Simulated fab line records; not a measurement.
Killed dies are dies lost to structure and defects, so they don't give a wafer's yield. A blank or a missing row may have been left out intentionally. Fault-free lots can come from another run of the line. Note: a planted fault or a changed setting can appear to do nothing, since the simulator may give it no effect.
What tool caused it?	flow gf180mcu	15 lots, 44 wafers sampled, at 3 steps of a route of 602

## WHAT THE GAUGES READ, wafer by wafer
GF_V5_RS_MEAS_24: uses a four-point probe to measure. Usual: V5_W_RS typically reads 0.326 ohm/sq, with standard deviation 0.0041.
lot	measured	on	V5_W_RS (ohm/sq)	flag
L656	day 27 07:24	film_metro-03	0.325 0.325 0.326	
L657	day 27 16:56	film_metro-03	0.327 0.321 0.324	
L658	day 27 21:35	film_metro-03	0.326 0.324 0.328	
L660	day 28 23:05	film_metro-03	0.328 0.333 0.335	
L664	day 29 20:50	film_metro-03	0.326 0.330 0.332	
L666	day 30 14:07	film_metro-01	0.333 0.332 0.335	
L669	day 31 10:54	film_metro-03	0.328 0.330 0.331	
L670	day 31 16:13	film_metro-04	0.320 0.325 0.326	
L671	day 32 00:44	film_metro-01	0.328 0.321	
L674	day 32 14:24	film_metro-01	0.329 0.327 0.331	
L675	day 32 17:06	film_metro-04	0.321 0.324 0.318	
L676	day 33 03:50	film_metro-03	0.330 0.332 0.328	
L677	day 33 06:14	film_metro-01	0.322 0.323 0.325	
L678	day 33 12:21	film_metro-03	0.323 0.326 0.323	
L679	day 33 18:25	film_metro-03	0.317 0.316 0.324	

GF_TOP_METAL_THK_MEAS_06: measures by xrf. Usual: TOP_METAL_ALCU_THK typically reads 917 nm, with standard deviation 14.
lot	measured	on	TOP_METAL_ALCU_THK (nm)	flag
L656	day 27 08:13	film_metro-02	920 933 913	
L657	day 27 17:46	film_metro-03	924 913 939	
L658	day 27 22:24	film_metro-01	895 890 890	
L660	day 28 23:52	film_metro-01	903 934 921	
L664	day 29 21:38	film_metro-02	923 924 920	
L666	day 30 14:56	film_metro-03	937 913 914	
L669	day 31 11:59	film_metro-01	911 903 910	
L670	day 31 17:05	film_metro-03	904 921 933	
L671	day 32 04:53	film_metro-03	927 930	
L674	day 32 15:12	film_metro-01	911 918 908	
L675	day 32 17:55	film_metro-03	933 917 939	
L676	day 33 04:39	film_metro-03	904 902 905	
L677	day 33 07:02	film_metro-02	945 932 932	
L678	day 33 13:10	film_metro-03	918 933 928	
L679	day 33 19:13	film_metro-02	922 921 920	

GF_PASSIVATION_THK_MEAS_03. Usual: PASSIVATION_CVD_02_THK typically reads 698 nm, with standard deviation 10.
lot	measured	on	PASSIVATION_CVD_02_THK (nm)	flag
L656	day 28 05:27	film_metro-04	695 704 701	
L657	day 28 14:14	film_metro-04	689 681 692	
L658	day 28 19:09	film_metro-01	681 668 688	
L660	day 29 20:07	film_metro-04	701 715 707	
L664	day 30 17:33	film_metro-01	703 710 713	
L666	day 31 09:53	film_metro-04	686 685 699	
L669	day 32 05:55	film_metro-04	684 694 707	
L670	day 32 11:07	film_metro-02	707 706 716	
L671	day 32 20:46	film_metro-04	697 705	
L674	day 33 08:25	film_metro-01	685 699 699	
L675	day 33 11:29	film_metro-01	687 718 704	
L676	day 33 21:39	film_metro-01	697 687 697	
L677	day 33 23:59	film_metro-02	703 705 714	
L678	day 34 05:50	film_metro-01	687 687 697	
L679	day 34 11:42	film_metro-02	698 707 710	

## TOOL THAT RAN EACH LOT (tool first, then ch and the chambers of the sampled wafers, then the start)
Record: no process step prior to these readings.

## WHAT THE TOOLS THEMSELVES READ (means of the sampled wafers that have a number; where no wafer has one, the mark that the record gives instead)
The record holds no such reading with a usual standard deviation.

## THE ANSWER, worked out from the rows above alone
Rule: a lot is off if the mean of its wafers that have a number lies more than 3 standard deviations from the usual mean. A lot without any number at a reading at which 4 lots or more have one is off too. Any other lot the step has rows for is counted as sound. Order of review: gauges by route order, followed by the tools' own readings, for which a lot's mean as printed above is used. The first step at which some lot is off is used, and at that step the reading that is off furthest; a lot without a number counts as furthest.
None of the lots is off at any reading shown; this tells nothing.

## WHAT WAS PUT IN BY THE SIMULATOR
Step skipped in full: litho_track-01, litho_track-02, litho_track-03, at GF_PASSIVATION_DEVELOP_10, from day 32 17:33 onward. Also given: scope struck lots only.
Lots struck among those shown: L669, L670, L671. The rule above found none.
